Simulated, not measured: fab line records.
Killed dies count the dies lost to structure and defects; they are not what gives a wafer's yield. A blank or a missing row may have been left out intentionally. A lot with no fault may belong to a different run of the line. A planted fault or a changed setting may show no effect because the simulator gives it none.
fab line records	flow sky130
[record] lots = 6	wafers = 18	last_day = 50
route steps=708 shown METAL1@442 PAD_OPEN@708
lots that met no fault: taken from a fault-free run of the same line
start_h: start of the lot's first displayed wafer, in hours after the record's first day	wait_h: time in hours since the lot's previous step	" repeats the value in the row above	L1.1+2: one row covering several wafers at once	- no value, or no start was given	* or withheld: withheld	< > ~ a bound
route shown NAME@n: names a module that has steps shown in the file, with the first one's number in the route	usual: mean/standard deviation taken from wafers without a fault	same: alike in all rows	chamber/n: place in a boat	sites: each site's reading	_std_site: standard deviation across them	_edge_site: mean of outer sites minus mean of inner sites	radius_mm: how far each site lies from the wafer's centre	mask NAME#n: copy n	behind: the tool/chamber that last shaped the wafer	hold: reason for holding the lot/hours on hold/outcome of the hold	device: the n, p or np transistor that did not switch	end of line: the tests these same wafers got at the end of their route	a step with no rows: only its recipe	killed: not the wafer's yield, but the dies lost to structure and defects at the first sort	map: the dies of a wafer, with x for killed, . for not killed, _ for no die there
set.NAME: the setting the step ran with; set.NAME@STEP: the setting that earlier step ran with	model.NAME: the simulator's own value behind a step, which no gauge read
lots at selected steps of the route; one table per step, one row per wafer
services: when a tool's chamber went out of use (start_h, in hours from the record's first day, below 0 if earlier), for how many hours, and the reason
[[steps]]
[step SKY_METAL1_HMDS_08]
[recipe] prime_time_s = 60	prime_temp_c = 120
[step SKY_METAL1_COAT_09]
[recipe] resist = BARC	temp_c = withheld	time_s = withheld	spin_rpm = 3000	resist_thk_nm = 60
[step SKY_METAL1_COAT_10]
[recipe] resist = KrF-thick	spin_rpm = 3000	resist_thk_nm = 450
[step SKY_METAL1_SOFTBAKE_11]
[recipe] temp_c = 100	time_s = 90	resist = KrF-thick
[step SKY_METAL1_EXPOSE_12]
[recipe] mask_id = MM1	na = 0.8	source_shape = annular	sigma_inner = 0.55	sigma_outer = 0.85	target_cd_nm = 140	dose_mj = 28
[step SKY_METAL1_PEB_13]
[recipe] peb_temp_c = withheld	peb_time_s = withheld	resist = KrF-thick
[step SKY_METAL1_DEVELOP_14]
[recipe] develop_time_s = 60	resist = KrF-thick	dev_temp_c = 21
[step SKY_METAL1_CD_MEAS_15]
[recipe] target_cd_nm = 140
[usual] cd_nm = 140.2/1.5
lot.wafer	tool	chamber	start_h	wait_h	cd_nm
L857.2	cd_sem-01	-	771.71	-	140.7
L857.3	"	-	"	"	141.7
L857.6	"	-	"	"	141.3
L861.1	cd_sem-01	-	801.65	-	137.8
L861.2	"	-	"	"	139.0
L861.6	"	-	"	"	138.2
L869.4	cd_sem-01	-	865.75	-	140.8
L869.5	"	-	"	"	140.1
L869.6	"	-	"	"	139.2
L872.2	cd_sem-01	-	889.09	-	141.8
L872.4	"	-	"	"	143.4
L872.5	"	-	"	"	142.8
L876.2	cd_sem-02	-	917.15	-	141.3
L876.4	"	-	"	"	142.1
L876.5	"	-	"	"	141.2
L879.1	cd_sem-01	-	947.77	-	141.3
L879.2	"	-	"	"	139.7
L879.6	"	-	"	"	142.2
[step SKY_METAL1_OVL_MEAS_16]
[usual] METAL1_OVL = 1/4.5
lot.wafer	tool	chamber	start_h	wait_h	METAL1_OVL[nm]
L857.2	overlay-02	-	771.81	0.1	-3
L857.3	"	-	"	"	0
L857.6	"	-	"	"	-4
L861.1	overlay-02	-	801.77	0.1	0
L861.2	"	-	"	"	-2
L861.6	"	-	"	"	1
L869.4	overlay-02	-	865.83	0.1	-5
L869.5	"	-	"	"	-2
L869.6	"	-	"	"	-2
L872.2	overlay-01	-	889.20	0.1	2
L872.4	"	-	"	"	6
L872.5	"	-	"	"	9
L876.2	overlay-02	-	917.26	0.1	-4
L876.4	"	-	"	"	0
L876.5	"	-	"	"	-2
L879.1	overlay-01	-	947.89	0.1	4
L879.2	"	-	"	"	4
L879.6	"	-	"	"	2
[step SKY_METAL1_DESCUM_17]
[recipe] chemistry = O2	source_power_w = 150	bias_power_w = 0	pressure_mtorr = 10	temp_c = 40	time_s = 8
[usual] drypump_motor_current_A = 5.9/0.43	oes_product_au = 1.001/0.0073	rf_fwd_power_W = 147.4/0.82
lot.wafer	tool	chamber	start_h	wait_h	drypump_motor_current_A	oes_product_au	rf_fwd_power_W	rf_hours_counter_h
L857.2	rie_metal-02	1	771.84	0.0	6.3	1.009	148.2	12
L857.3	"	0	"	"	6.2	1.005	146.0	-
L857.6	"	1	"	"	6.3	1.004	148.5	-
L861.1	rie_metal-01	1	801.80	0.0	5.9	1.002	148.0	11
L861.2	"	0	"	"	6.3	0.994	147.1	6
L861.6	"	1	"	"	5.9	1.008	148.4	-
L869.4	rie_metal-01	1	865.85	0.0	5.9	1.001	147.2	-
L869.5	"	0	"	"	6.3	1.003	147.5	-
L869.6	"	1	"	"	5.8	1.002	147.1	-
L872.2	rie_metal-02	0	889.24	0.0	6.2	1.006	146.8	-
L872.4	"	0	"	"	6.2	1.007	146.8	-
L872.5	"	0	"	"	6.2	0.998	147.0	-
L876.2	rie_metal-03	1	917.29	0.0	5.9	0.999	147.7	17
L876.4	"	1	"	"	5.9	1.006	147.8	-
L876.5	"	0	"	"	5.0	0.992	148.2	-
L879.1	rie_metal-01	0	947.93	0.0	6.3	0.998	147.2	11
L879.2	"	1	"	"	5.9	1.009	148.0	17
L879.6	"	1	"	"	5.9	1.003	147.4	-
[step SKY_METAL1_ETCH_18]
[recipe] chemistry = N2/H2	target = BARC	ion_energy_ev = 200	bias_w = 100	pressure_mtorr = 30	n2_flow_sccm = 100	h2_flow_sccm = 200	icp_w = 500	stop_on = SiO2	time_s = 45.9	target_depth_a = 600
[usual] drypump_motor_current_A = 5.9/0.43	oes_product_au = 0.854/0.005	rf_fwd_power_W = 495.4/2.1	throttle_valve_pct = 13.226/0.0088
lot.wafer	tool	chamber	start_h	wait_h	drypump_motor_current_A	oes_product_au	rf_fwd_power_W	rf_hours_counter_h	throttle_valve_pct
L857.2	rie_metal-02	1	771.88	0.0	6.3	0.847	496.4	12	13.223
L857.3	"	0	"	"	6.2	0.858	494.4	-	13.240
L857.6	"	1	"	"	6.3	0.852	496.0	-	13.228
L861.1	rie_metal-01	1	801.84	0.0	5.9	0.852	494.9	11	13.223
L861.2	"	0	"	"	6.3	0.853	496.0	6	13.218
L861.6	"	1	"	"	5.9	0.859	496.8	-	13.223
L869.4	rie_metal-01	1	865.90	0.0	5.9	0.853	493.9	-	13.224
L869.5	"	0	"	"	6.3	0.859	495.4	-	13.229
L869.6	"	1	"	"	5.9	0.846	494.2	-	13.220
L872.2	rie_metal-02	0	889.31	0.1	6.2	0.863	491.9	-	13.233
L872.4	"	0	"	"	6.2	0.857	492.8	-	13.241
L872.5	"	0	"	"	6.2	0.843	492.1	-	13.233
L876.2	rie_metal-03	1	917.32	0.0	5.9	0.851	494.6	17	13.211
L876.4	"	1	"	"	5.9	0.857	495.4	-	13.228
L876.5	"	0	"	"	5.0	0.858	499.1	-	13.226
L879.1	rie_metal-01	0	947.96	0.0	6.3	0.856	492.1	11	13.228
L879.2	"	1	"	"	5.9	0.844	496.2	17	13.223
L879.6	"	1	"	"	5.9	0.848	497.5	-	13.223
[step SKY_METAL1_METAL_ETCH_19]
[recipe] target_depth_a = 3600	stop_on = SiO2	over_etch_frac = 0.3	time_s = 78	chemistry = Cl2/BCl3	resist_sidewall_deg = 88	pressure_mtorr = 10	icp_w = 900	bias_w = 48.5	Cl2_flow_sccm = 60	bcl3_flow_sccm = 30
[usual] drypump_motor_current_A = 5.9/0.43	oes_product_au = 0.854/0.0062	rf_fwd_power_W = 894/3	throttle_valve_pct = 22.265/0.0097
[same] over_etch_frac = 0.3
lot.wafer	tool	chamber	start_h	wait_h	drypump_motor_current_A	oes_product_au	rf_fwd_power_W	rf_hours_counter_h	throttle_valve_pct
L857.2	rie_metal-02	1	771.94	0.0	6.3	0.844	894	12	22.270
L857.3	"	0	"	"	6.2	0.853	890	-	22.253
L857.6	"	1	"	"	6.3	0.859	896	-	22.265
L861.1	rie_metal-01	1	801.90	0.0	5.9	0.870	894	11	22.265
L861.2	"	0	"	"	6.3	0.849	898	6	22.274
L861.6	"	1	"	"	5.9	0.860	893	-	22.258
L869.4	rie_metal-01	1	865.97	0.1	5.9	0.847	896	-	22.256
L869.5	"	0	"	"	6.3	0.854	895	-	22.252
L869.6	"	1	"	"	5.9	0.853	892	-	22.274
L872.2	rie_metal-02	0	889.45	0.1	6.2	0.860	891	-	22.252
L872.4	"	0	"	"	6.2	0.856	893	-	22.267
L872.5	"	0	"	"	6.2	0.864	889	-	22.260
L876.2	rie_metal-03	1	917.38	0.0	5.8	0.852	893	17	22.249
L876.4	"	1	"	"	5.8	0.848	891	-	22.270
L876.5	"	0	"	"	5.0	0.857	897	-	22.254
L879.1	rie_metal-01	0	948.02	0.0	6.3	0.857	893	11	22.275
L879.2	"	1	"	"	5.8	0.849	891	17	22.277
L879.6	"	1	"	"	5.8	0.859	890	-	22.272
[step SKY_METAL1_STRIP_20]
[recipe] chemistry = O2/N2	power_w = 1400	pressure_mtorr = 1500	platen_temp_c = withheld	o2_flow_sccm = 3000	n2_flow_sccm = 300	overash_fraction = 0.5
[usual] drypump_motor_current_A = 5.29/0.2	oes_product_au = 0.343/0.0051	overash_fraction = 0.5/0	strip_time_to_endpoint_s = 2.687/0.029
lot.wafer	tool	chamber	start_h	wait_h	drypump_motor_current_A	oes_product_au	overash_fraction	rf_hours_counter_h	strip_time_to_endpoint_s
L857.2	plasma_asher-04	0	772.03	0.1	5.44	0.351	0.5	94	2.683
L857.3	"	0	"	"	5.44	0.345	0.5	-	2.677
L857.6	"	0	"	"	5.44	0.343	0.5	-	2.701
L861.1	plasma_asher-02	1	801.99	0.1	5.37	0.339	0.5	6	2.632
L861.2	"	0	"	"	5.32	0.342	0.5	6	2.639
L861.6	"	1	"	"	5.35	0.348	0.5	-	2.656
L869.4	plasma_asher-04	1	866.06	0.1	4.94	0.345	0.5	-	2.681
L869.5	"	1	"	"	4.94	0.341	0.5	-	2.682
L869.6	"	0	"	"	5.46	0.345	0.3	-	2.623
L872.2	plasma_asher-04	1	889.60	0.1	4.92	0.330	0.5	106	2.690
L872.4	"	0	"	"	5.44	0.346	0.3	-	2.716
L872.5	"	0	"	"	5.47	0.349	0.3	-	2.733
L876.2	plasma_asher-02	0	917.47	0.1	5.28	0.345	0.5	18	2.701
L876.4	"	0	"	"	5.30	0.344	0.5	-	2.744
L876.5	"	0	"	"	5.30	0.351	0.5	-	2.726
L879.1	plasma_asher-02	0	948.11	0.1	5.30	0.349	0.5	21	2.670
L879.2	"	1	"	"	5.36	0.336	0.5	21	2.666
L879.6	"	0	"	"	5.31	0.346	0.5	-	2.674
[step SKY_METAL1_STRIP_21]
[recipe] chemistry = post_etch_residue_remover	time_s = 1200	temp_c = 72.5
[step SKY_PAD_OPEN_PROBE_99]
[usual] defect_limited_yield = 82.7/2.1	killed_at_M0_to_M3 = 43/7.2	killed_at_M4_up = 3.0/1.7	killed_at_contacts = 24/5.3	killed_at_front_end = 15/4.6	killed_at_other = 0.3/0.5	killed_dies = 85/10	killed_open = 46/7.2	killed_short = 39/6.4	sort_bin_3_pad_short = 0.9/0.42	sort_bin_5_function = 10.2/1.6	sort_bin_6_memory = 6.2/1	sort_n_pass = 407/10	sort_yield_pct = 82.7/2.1
[same] gross_dies = 492	killed_at_back_side = 0	sort_bin_4_leakage[%] = 0	sort_bin_8_speed[%] = 0
lot.wafer	tool	chamber	start_h	wait_h	defect_limited_yield[%]	killed_at_M0_to_M3	killed_at_M4_up	killed_at_contacts	killed_at_front_end	killed_at_other	killed_dies	killed_open	killed_short	sort_bin_3_pad_short[%]	sort_bin_5_function[%]	sort_bin_6_memory[%]	sort_n_pass	sort_yield_pct[%]
L857.2	prober-01	-	1083.80	0.1	83.5	39	6	26	9	1	81	39	42	0.4	9.8	6.3	411	83.5
L857.3	prober-01	-	1083.85	0.2	85.0	39	2	21	12	0	74	40	34	0.2	9.6	5.3	418	85.0
L857.6	prober-01	-	1084.00	0.2	82.7	52	1	21	11	0	85	48	37	1.0	9.1	7.1	407	82.7
L861.1	prober-01	-	1106.09	0.1	82.1	47	0	23	18	0	88	47	41	0.8	11.4	5.7	404	82.1
L861.2	prober-01	-	1106.14	0.1	80.3	50	2	27	17	1	97	51	46	1.4	11.4	6.9	395	80.3
L861.6	prober-01	-	1106.34	0.2	82.7	32	5	30	18	0	85	49	36	0.8	11.2	5.3	407	82.7
L869.4	prober-01	-	1153.89	0.2	82.9	46	2	24	11	1	84	40	44	1.2	8.1	7.7	408	82.9
L869.5	prober-01	-	1153.94	0.2	77.8	59	3	22	25	0	109	60	49	0.8	14.6	6.7	383	77.8
L869.6	prober-01	-	1153.99	0.2	81.7	53	5	16	16	0	90	54	36	1.0	11.0	6.3	402	81.7
L872.2	prober-02	-	1169.63	0.1	82.9	42	4	22	16	0	84	40	44	1.4	10.4	5.3	408	82.9
L872.4	prober-02	-	1169.73	0.2	83.3	49	2	23	8	0	82	52	30	1.2	7.7	7.7	410	83.3
L872.5	prober-02	-	1169.78	0.2	82.1	49	2	26	10	1	88	53	35	1.0	10.4	6.5	404	82.1
L876.2	prober-02	-	1188.35	0.1	84.1	40	2	20	16	0	78	48	30	0.4	10.0	5.5	414	84.1
L876.4	prober-02	-	1188.45	0.2	82.7	53	2	21	9	0	85	47	38	0.4	11.0	5.9	407	82.7
L876.5	prober-02	-	1188.50	0.2	81.1	51	1	23	18	0	93	54	39	1.0	10.6	7.3	399	81.1
L879.1	prober-01	-	1207.35	0.1	81.7	40	4	32	14	0	90	57	33	1.4	11.8	5.1	402	81.7
L879.2	prober-01	-	1207.40	0.1	83.7	35	0	27	17	1	80	51	29	0.4	10.4	5.5	412	83.7
L879.6	prober-01	-	1207.60	0.2	82.3	46	4	27	10	0	87	43	44	0.6	10.6	6.5	405	82.3
// killed by level:class
L857.2 METAL4:geometric_particle:short=6 CONTACT:geometric_particle:open=6 VIA1:geometric_particle:open=6 VIA2:geometric_particle:open=6 LI_CONTACT:geometric_particle:open=5 LI_CONTACT:geometric_particle:short=5 METAL1:geometric_particle:short=5 VIA3:geometric_particle:open=5
L857.3 VIA3:geometric_particle:open=8 VIA2:geometric_particle:open=6 LI_CONTACT:geometric_particle:open=5 VIA1:geometric_particle:open=5 METAL1:geometric_particle:short=5 VIA3:geometric_particle:short=5 LOCAL_INTERCONNECT:geometric_particle:short=4 CONTACT:geometric_particle:open=4
L857.6 VIA2:geometric_particle:open=10 VIA3:geometric_particle:open=9 VIA1:geometric_particle:open=9 METAL1:geometric_particle:short=7 METAL2:geometric_particle:short=5 CONTACT:geometric_particle:open=5 CONTACT:geometric_particle:short=5 LI_CONTACT:geometric_particle:open=4
L861.1 VIA1:geometric_particle:open=15 FIELD_ISO:geometric_particle:short=6 LI_CONTACT:geometric_particle:open=6 VIA2:geometric_particle:open=6 CONTACT:geometric_particle:open=6 METAL1:geometric_particle:short=5 VIA3:geometric_particle:short=5 FIELD_ISO:geometric_particle:open=4
L861.2 CONTACT:geometric_particle:open=12 VIA1:geometric_particle:open=9 LI_CONTACT:geometric_particle:open=8 METAL2:geometric_particle:short=7 VIA3:geometric_particle:open=7 POLY_GATE:geometric_particle:short=6 METAL1:geometric_particle:short=6 FIELD_ISO:geometric_particle:short=5
L861.6 VIA1:geometric_particle:open=12 LI_CONTACT:geometric_particle:open=9 CONTACT:geometric_particle:open=7 LOCAL_INTERCONNECT:geometric_particle:short=7 FIELD_ISO:geometric_particle:short=6 METAL4:geometric_particle:short=5 FIELD_ISO:geometric_particle:open=4 POLY_GATE:geometric_particle:open=4
L869.4 CONTACT:geometric_particle:open=10 VIA2:geometric_particle:open=8 METAL1:geometric_particle:short=7 VIA1:geometric_particle:open=7 FIELD_ISO:geometric_particle:short=4 POLY_GATE:geometric_particle:short=4 VIA2:geometric_particle:short=4 LOCAL_INTERCONNECT:geometric_particle:short=4
L869.5 VIA1:geometric_particle:open=11 CONTACT:geometric_particle:open=10 VIA3:geometric_particle:open=10 METAL2:geometric_particle:short=7 METAL1:geometric_particle:short=7 FIELD_ISO:geometric_particle:short=6 VIA1:geometric_particle:short=5 POLY_GATE:geometric_particle:short=5
L869.6 VIA1:geometric_particle:open=15 VIA2:geometric_particle:open=11 VIA3:geometric_particle:short=7 FIELD_ISO:geometric_particle:open=6 CONTACT:geometric_particle:open=6 LI_CONTACT:geometric_particle:open=4 METAL2:geometric_particle:short=4 VIA3:geometric_particle:open=4
L872.2 VIA1:geometric_particle:open=10 CONTACT:geometric_particle:open=8 METAL1:geometric_particle:short=7 LOCAL_INTERCONNECT:geometric_particle:short=6 METAL2:geometric_particle:short=6 VIA2:geometric_particle:open=6 FIELD_ISO:geometric_particle:short=4 LI_CONTACT:geometric_particle:open=4
L872.4 VIA1:geometric_particle:open=15 VIA2:geometric_particle:open=9 LI_CONTACT:geometric_particle:open=8 CONTACT:geometric_particle:open=7 CONTACT:geometric_particle:short=5 VIA1:geometric_particle:short=5 METAL2:geometric_particle:short=5 POLY_GATE:geometric_particle:short=3
L872.5 LI_CONTACT:geometric_particle:open=12 VIA1:geometric_particle:open=11 VIA3:geometric_particle:open=10 CONTACT:geometric_particle:open=8 VIA1:geometric_particle:short=8 METAL1:geometric_particle:short=4 METAL2:geometric_particle:short=4 FIELD_ISO:geometric_particle:open=3
L876.2 VIA1:geometric_particle:open=10 CONTACT:geometric_particle:open=8 VIA3:geometric_particle:open=8 FIELD_ISO:geometric_particle:open=7 VIA1:geometric_particle:short=5 FIELD_ISO:geometric_particle:short=4 LI_CONTACT:geometric_particle:open=4 METAL2:geometric_particle:open=4
L876.4 VIA1:geometric_particle:open=10 CONTACT:geometric_particle:open=7 METAL2:geometric_particle:short=7 LI_CONTACT:geometric_particle:open=6 VIA3:geometric_particle:open=6 METAL1:geometric_particle:open=5 VIA1:geometric_particle:short=5 LI_CONTACT:geometric_particle:short=4
L876.5 VIA1:geometric_particle:open=15 CONTACT:geometric_particle:open=9 VIA3:geometric_particle:open=7 VIA1:geometric_particle:short=6 CONTACT:geometric_particle:short=6 METAL1:geometric_particle:short=6 FIELD_ISO:geometric_particle:open=5 POLY_GATE:geometric_particle:short=5
L879.1 CONTACT:geometric_particle:open=14 VIA1:geometric_particle:open=10 LI_CONTACT:geometric_particle:open=10 VIA2:geometric_particle:open=9 METAL1:geometric_particle:short=6 CONTACT:geometric_particle:short=5 VIA3:geometric_particle:open=5 FIELD_ISO:geometric_particle:open=4
L879.2 VIA1:geometric_particle:open=13 CONTACT:geometric_particle:open=9 LI_CONTACT:geometric_particle:open=8 POLY_GATE:geometric_particle:open=6 VIA2:geometric_particle:open=6 CONTACT:geometric_particle:short=5 VIA1:geometric_particle:short=4 FIELD_ISO:geometric_particle:open=3
L879.6 CONTACT:geometric_particle:open=8 METAL1:geometric_particle:short=8 LI_CONTACT:geometric_particle:open=6 METAL2:geometric_particle:short=6 CONTACT:geometric_particle:short=5 METAL1:geometric_particle:open=5 VIA3:geometric_particle:open=5 LI_CONTACT:geometric_particle:short=4
[[services]]
tool	chamber	start_h	hours	kind
plasma_asher-04	-	757.03	9.0	repair
plasma_asher-02	-	831.01	2.8	pm
rie_metal-02	1	882.65	29.8	repair
rie_metal-03	-	886.73	1.2	repair
rie_metal-01	0	890.74	2.3	repair
rie_metal-01	-	931.59	0.7	repair
rie_metal-03	1	935.00	-	clean
rie_metal-03	1	935.00	16.0	scheduled_down
rie_metal-03	1	935.00	16.0	vent_cycle
rie_metal-02	1	935.85	-	clean
rie_metal-02	1	935.85	20.5	scheduled_down
rie_metal-02	1	935.85	20.5	vent_cycle
[[key]]
[first_sign] step = SKY_METAL1_STRIP_20	reading = overash_fraction	direction = down	sigmas = 99+	usual = 0.5	struck = 0.3
effect none on later readings
met_at SKY_METAL1_STRIP_20
struck_wafers L869.6,L872.4,L872.5
onset_between 772.03 866.06
[fault] kind = process_parameter_drift	tool = plasma_asher-04	chamber = 0	onset_h = 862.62	steps = SKY_METAL1_STRIP_20	channel = overash_fraction	offset = -0.2	shape = step	end_h = 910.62	acts_in = these_recipes_only	stated = 0.5
